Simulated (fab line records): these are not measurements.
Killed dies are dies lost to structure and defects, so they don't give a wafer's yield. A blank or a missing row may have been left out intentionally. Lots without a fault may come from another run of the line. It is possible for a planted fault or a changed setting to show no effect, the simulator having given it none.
A lot that was struck, set against a sound lot ; flow sky130 ; 25 out of 708 route steps
Sound: the wafers L754.3, L754.4, L754.6. Struck: wafer L752.3. (L752.1, L752.5 of the same lot were not struck and are left out.) The cause comes at the end.
At each step with rows: each side's tool, then ch and its chambers, then its first start. Under that, the readings that differ: sound wafers ; struck wafers ; difference of the means ; sigmas: that difference in standard deviations of wafers without a fault.
alike: a reading whose means differ by less than 2 such deviations, as well as words and numbers matching on both sides. not compared: withheld readings; readings where some wafer has no value; bounds like >300 that might hide an equal value; numbers whose values overlap and for which the record gives no deviation.
A row with sigmas, a row that says differs or no value, or rows on one side alone: a step with any of these is where the two part. Numbers that have no deviation but don't overlap get no sigmas and don't part them. A reading missing from all wafers of one side parts the sides only when that side holds two or more wafers.

first, 9 steps without rows for these wafers: SKY_LI_CONTACT_ETCH_14 (etches BARC in N2/H2, stops on SiO2, time 45.9 s, target depth 60 nm); SKY_LI_CONTACT_ETCH_15 (etches PSG in C4F8/O2/Ar, stops on Si, target depth 600 nm); SKY_LI_CONTACT_STRIP_16 (strips in O2/N2); SKY_LI_CONTACT_CLEAN_17 (cleans in NMP, time 600 s); SKY_LI_CONTACT_PRE_CLEAN_18 (time 5.6 s); SKY_LI_CONTACT_SPUTTER_19 (material Ti, target thk 20 nm, time 106.37 s); SKY_LI_CONTACT_SPUTTER_20 (material TiN, target thk 20 nm, time 80 s); SKY_LI_CONTACT_CVD_21 (deposits W, target thk 400 nm, time 120.56 s); SKY_LI_CONTACT_CMP_24 (polishes, stops on PSG, t overpolish 20 s, target thk 0 nm).
SKY_LOCAL_INTERCONNECT_SPUTTER_00: material TiN, target thk 100 nm, time 83.3 s.
  sound: pvd-sputter-02 at day 34 13:14; struck: pvd-sputter-02 at day 34 15:00
reading;sound;struck;difference;sigmas
model.TiN_of_LOCAL_INTERCONNECT_SPUTTER_00.thk-nm (nm);99.43 98.3 99.39;77.58;-21.46;
  alike: throttle-valve-pct
  not compared: susceptor-temp-C
SKY_LOCAL_INTERCONNECT_RS_MEAS_01: a four-point-probe measurement.
  sound: film-metro-04 at day 34 13:20; struck: film-metro-04 at day 34 15:21
reading;sound;struck;difference;sigmas
LOCAL_INTERCONNECT_TIN_RS (ohm/sq);14.19 14.36 14.21;18.42;+4.17;+25
  not compared: hold
SKY_LOCAL_INTERCONNECT_THK_MEAS_02: measures by xrf.
  sound: film-metro-04 at day 34 13:26; struck: film-metro-04 at day 34 17:45
reading;sound;struck;difference;sigmas
LOCAL_INTERCONNECT_TIN_THK (nm);97.7 95.9 97.0;76.1;-20.8;-16
  not compared: hold
then, 8 steps without rows for these wafers: SKY_LOCAL_INTERCONNECT_HMDS_04 (prime time 60 s); SKY_LOCAL_INTERCONNECT_COAT_05 (resist thk 60 nm); SKY_LOCAL_INTERCONNECT_COAT_06 (resist thk 450 nm); SKY_LOCAL_INTERCONNECT_SOFTBAKE_07 (time 90 s); SKY_LOCAL_INTERCONNECT_EXPOSE_08 (exposes mask LI1M, target cd 170 nm); SKY_LOCAL_INTERCONNECT_PEB_09; SKY_LOCAL_INTERCONNECT_DEVELOP_10 (develop time 60 s); SKY_LOCAL_INTERCONNECT_ETCH_13 (etches BARC in N2/H2, stops on SiO2, time 45.9 s, target depth 60 nm).
SKY_LOCAL_INTERCONNECT_METAL_ETCH_14: etches TiN in Cl2/BCl3, stops on PSG, target depth 110 nm, time 31.4 s.
  sound on rie-metal-03 ch 0,1, day 35 16:39; struck on rie-metal-01 ch 1, day 35 18:23
reading;sound;struck;difference;sigmas
oes-product-au (a.u.);0.940 0.928 0.938;0.812;-0.123;-17
throttle-valve-pct (%);21.907 21.892 21.919;21.997;+0.091;+9
  alike: drypump-motor-current-A, he-backside-leak-sccm
  not compared: rf-hours-counter-h
then, 1 step without rows for these wafers: SKY_LOCAL_INTERCONNECT_STRIP_15 (strips in O2/N2).
SKY_LOCAL_INTERCONNECT_STRIP_16: strips in post etch residue remover, time 1200 s.
  sound on wet-bench-03 ch 2, day 35 16:47; struck on wet-bench-02 ch 3, day 35 18:32
reading;sound;struck;difference;sigmas
model.TiN_of_LOCAL_INTERCONNECT_SPUTTER_00.thk-nm (nm);99.01 97.88 98.97;77.16;-21.46;
  alike: bath-guard-temp-C
then, 1 step without rows for these wafers: SKY_LOCAL_INTERCONNECT_CLEAN_17 (cleans in IPA, time 180 s).
-- a jump in the record: the struck wafers' starts before and after are 14 days apart (it breaks off in module LOCAL_INTERCONNECT and resumes in module PAD_OPEN, where the first step shown is number 708 of the route) --
SKY_PAD_OPEN_PROBE_99:
  sound: prober-02 at day 49 14:14; struck: prober-01 at day 49 18:38
reading;sound;struck;difference;sigmas
model.etest.res-li.line-ohm-um;75.58 78.24 75.82;97.24;+20.69;
model.etest.res-li.rs-ohm-sq;12.78 13.02 12.8;16.52;+3.65;
model.etest.mcon-chain.rc-ohm;17.11 16.26 16.37;18.72;+2.14;
  alike: killed_at_M0_to_M3, killed_at_M4_up, killed-at-contacts, killed-at-front-end, killed-at-other, killed-dies, killed-open, killed-short

WHERE THEY PART
Earliest at SKY_LOCAL_INTERCONNECT_RS_MEAS_01; latest, in this record, at SKY_LOCAL_INTERCONNECT_METAL_ETCH_14. Later steps at which nothing parts them and some readings are alike: SKY_LOCAL_INTERCONNECT_STRIP_16, SKY_PAD_OPEN_PROBE_99.

WHY: what had been put in by the simulator
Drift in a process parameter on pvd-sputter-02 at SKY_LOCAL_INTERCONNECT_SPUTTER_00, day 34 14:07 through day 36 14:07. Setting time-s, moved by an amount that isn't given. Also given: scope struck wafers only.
